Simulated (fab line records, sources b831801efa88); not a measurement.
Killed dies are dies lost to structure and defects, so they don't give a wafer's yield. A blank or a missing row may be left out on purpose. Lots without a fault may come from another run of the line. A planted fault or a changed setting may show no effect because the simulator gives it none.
Which tool did it? | flow sky130 | 14 lots, 42 wafers sampled, at 4 steps of a route of 708

WHAT THE GAUGES READ, wafer by wafer
SKY_NWELL_TW_MEAS_15. Usual: NWELL_TW 1807, standard deviation 19.
lot  | measured    | on            | NWELL_TW       | flag
L418 | day 4 14:14 | film_metro-01 | 1826 1822 1824 |
L419 | day 4 14:36 | film_metro-02 | 1779 1776 1775 |
L420 | day 5 02:50 | film_metro-02 | 1781 1775 1764 |
L421 | day 5 05:05 | film_metro-02 | 1780 1770 1773 |
L423 | day 6 03:24 | film_metro-01 | 1812 1821 1821 |
L424 | day 6 03:50 | film_metro-01 | 1824 1815 1819 |
L426 | day 6 12:59 | film_metro-01 | 1823 1815 1828 |
L427 | day 6 15:10 | film_metro-01 | 1826 1829 1822 |
L428 | day 7 02:28 | film_metro-02 | 1780 1794 1784 |
L432 | day 8 08:17 | film_metro-03 | 1811 1809 1807 |
L434 | day 8 14:47 | film_metro-03 | 1801 1800 1798 |
L435 | day 8 19:37 | film_metro-01 | 1822 1810 1800 |
L436 | day 8 21:36 | film_metro-03 | 1804 1801 1806 |
L437 | day 9 07:12 | film_metro-01 | 1825 1819 1825 |

SKY_NWELL_TW_MEAS_26. Usual: NWELL_2_TW 494, standard deviation 5.
lot  | measured     | on            | NWELL_2_TW  | flag
L418 | day 5 08:20  | film_metro-01 | 498 497 501 |
L419 | day 5 08:29  | film_metro-02 | 482 487 483 |
L420 | day 5 21:31  | film_metro-01 | 498 498 502 |
L421 | day 5 23:11  | film_metro-01 | 499 500 498 |
L423 | day 6 22:19  | film_metro-02 | 488 488 488 |
L424 | day 6 22:51  | film_metro-01 | 494 498 495 |
L426 | day 7 08:38  | film_metro-01 | 500 500 501 |
L427 | day 7 11:32  | film_metro-01 | 500 500 499 |
L428 | day 7 22:53  | film_metro-03 | 494 495 495 |
L432 | day 9 06:02  | film_metro-01 | 495 495 498 |
L434 | day 9 12:01  | film_metro-01 | 498 499 497 |
L435 | day 9 17:28  | film_metro-03 | 493 494 496 |
L436 | day 9 18:36  | film_metro-02 | 486 489 487 |
L437 | day 10 05:30 | film_metro-03 | 496 497 496 |

WHICH TOOL RAN EACH LOT (tool, then ch and the chambers of the sampled wafers, then the start)
lot  | SKY_FIELD_ISO_ETCH_14             | SKY_DNWELL_DEHYDRATE_00
L418 | rie_diel-03 ch 1,2, day 2 06:13   | litho_track-04 ch 0, day 2 21:17
L419 | rie_diel-04 ch 0,1,2, day 2 09:04 | litho_track-04 ch 0, day 2 22:17
L420 | rie_diel-03 ch 0,1,2, day 2 17:04 | litho_track-04 ch 0, day 3 07:20
L421 | rie_diel-01 ch 1,2,3, day 2 19:37 | litho_track-03 ch 0, day 3 10:08
L423 | rie_diel-01 ch 0,1, day 3 06:40   | litho_track-02 ch 0, day 4 04:58
L424 | rie_diel-04 ch 2,3, day 3 11:14   | litho_track-03 ch 0, day 4 05:07
L426 | rie_diel-03 ch 0,1, day 3 22:56   | litho_track-03 ch 0, day 4 14:53
L427 | rie_diel-04 ch 1,2,3, day 4 02:07 | litho_track-03 ch 0, day 4 16:31
L428 | rie_diel-04 ch 0,2, day 4 10:28   | litho_track-03 ch 0, day 5 01:53
L432 | rie_diel-03 ch 0,1,2, day 5 05:31 | litho_track-02 ch 0, day 6 04:38
L434 | rie_diel-03 ch 1,2,3, day 5 15:59 | litho_track-04 ch 0, day 6 10:05
L435 | rie_diel-03 ch 1,2,3, day 5 21:14 | litho_track-04 ch 0, day 6 14:40
L436 | rie_diel-01 ch 0,1, day 6 02:23   | litho_track-02 ch 0, day 6 17:19
L437 | rie_diel-01 ch 0,1,3, day 6 10:08 | litho_track-02 ch 0, day 7 02:05
- SKY_FIELD_ISO_ETCH_14: etches BARC in N2/H2, stops on SiO2, time 45.9 s, target depth 60 nm.
- SKY_DNWELL_DEHYDRATE_00: time 60 s.

WHAT THE TOOLS THEMSELVES READ (means of the sampled wafers that have a number; where no wafer has one, the mark that the record gives instead)
SKY_FIELD_ISO_ETCH_14. Usual: drypump_motor_current_A 5.7 A, standard deviation 0.49; h2_flow_sccm 199.9 sccm, standard deviation 0.56; oes_product_au 0.855 a.u., standard deviation 0.005; throttle_valve_pct 13.225 %, standard deviation 0.0083.
lot  | tool        | drypump_motor_current_A (A) | h2_flow_sccm (sccm) | oes_product_au (a.u.) | throttle_valve_pct (%) | flag
L418 | rie_diel-03 | 5.2                         | 199.5               | 0.859                 | 13.225                 |
L419 | rie_diel-04 | 6.1                         | 199.7               | 0.853                 | 13.231                 |
L420 | rie_diel-03 | 5.3                         | 199.7               | 0.851                 | 13.219                 |
L421 | rie_diel-01 | 5.7                         | 200.0               | 0.854                 | 13.229                 |
L423 | rie_diel-01 | 6.1                         | 200.4               | 0.856                 | 13.235                 |
L424 | rie_diel-04 | 6.1                         | 199.7               | 0.858                 | 13.227                 |
L426 | rie_diel-03 | 5.1                         | 200.3               | 0.850                 | 13.220                 |
L427 | rie_diel-04 | 5.9                         | 200.2               | 0.857                 | 13.225                 |
L428 | rie_diel-04 | 6.3                         | 200.9               | 0.855                 | 13.225                 |
L432 | rie_diel-03 | 5.3                         | 200.3               | 0.857                 | 13.227                 |
L434 | rie_diel-03 | 5.4                         | 199.4               | 0.853                 | 13.219                 |
L435 | rie_diel-03 | 5.3                         | 199.6               | 0.852                 | 13.219                 |
L436 | rie_diel-01 | 5.6                         | 200.0               | 0.856                 | 13.224                 |
L437 | rie_diel-01 | 5.8                         | 199.8               | 0.855                 | 13.224                 |

SKY_DNWELL_DEHYDRATE_00. Usual: heater_power_total_W 160.38 W, standard deviation 0.13.
lot  | tool           | heater_power_total_W (W) | flag
L418 | litho_track-04 | 160.41                   |
L419 | litho_track-04 | 160.45                   |
L420 | litho_track-04 | 160.46                   |
L421 | litho_track-03 | 160.45                   |
L423 | litho_track-02 | 160.42                   |
L424 | litho_track-03 | 160.35                   |
L426 | litho_track-03 | 168.34                   | OFF
L427 | litho_track-03 | 168.15                   | OFF
L428 | litho_track-03 | 168.30                   | OFF
L432 | litho_track-02 | 160.39                   |
L434 | litho_track-04 | 160.40                   |
L435 | litho_track-04 | 160.25                   |
L436 | litho_track-02 | 160.40                   |
L437 | litho_track-02 | 160.43                   |

THE ANSWER, worked out from the rows above alone
Rule: a lot is off if the mean of its wafers that have a number lies more than 3 standard deviations from the usual mean. A lot without any number at a reading at which 4 lots or more have one is off too. The other lots that the step has rows for count as sound. The gauges are gone through in route order, then the tools' own readings, and for those a lot's mean is taken as printed above. The first step at which some lot is off is used, and at that step the reading that is off furthest; a lot without a number counts as furthest.
Off: L426, L427, L428, at SKY_DNWELL_DEHYDRATE_00 (heater_power_total_W).
A tool fits if, at that step or a process step before it, it ran every lot that is off, and no sound lot after the first of them. One fits: litho_track-03 at SKY_DNWELL_DEHYDRATE_00. Its last sound lot is L424 (day 4 05:07), its first lot that is off L426 (day 4 14:53): a fault that began between those two fits.
The tool's own readings at SKY_DNWELL_DEHYDRATE_00 bear it out: on the lots that are off they differ by more than 5 times the standard deviation of the sound lots' means. heater_power_total_W reads 168.26 W there against 160.40 W on the sound lots.

WHAT THE SIMULATOR HAD PUT IN
Process parameter drift: litho_track-03, from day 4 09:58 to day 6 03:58, at SKY_DNWELL_DEHYDRATE_00. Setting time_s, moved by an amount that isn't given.
Lots struck among those shown: L426, L427, L428. The rule above found the same.
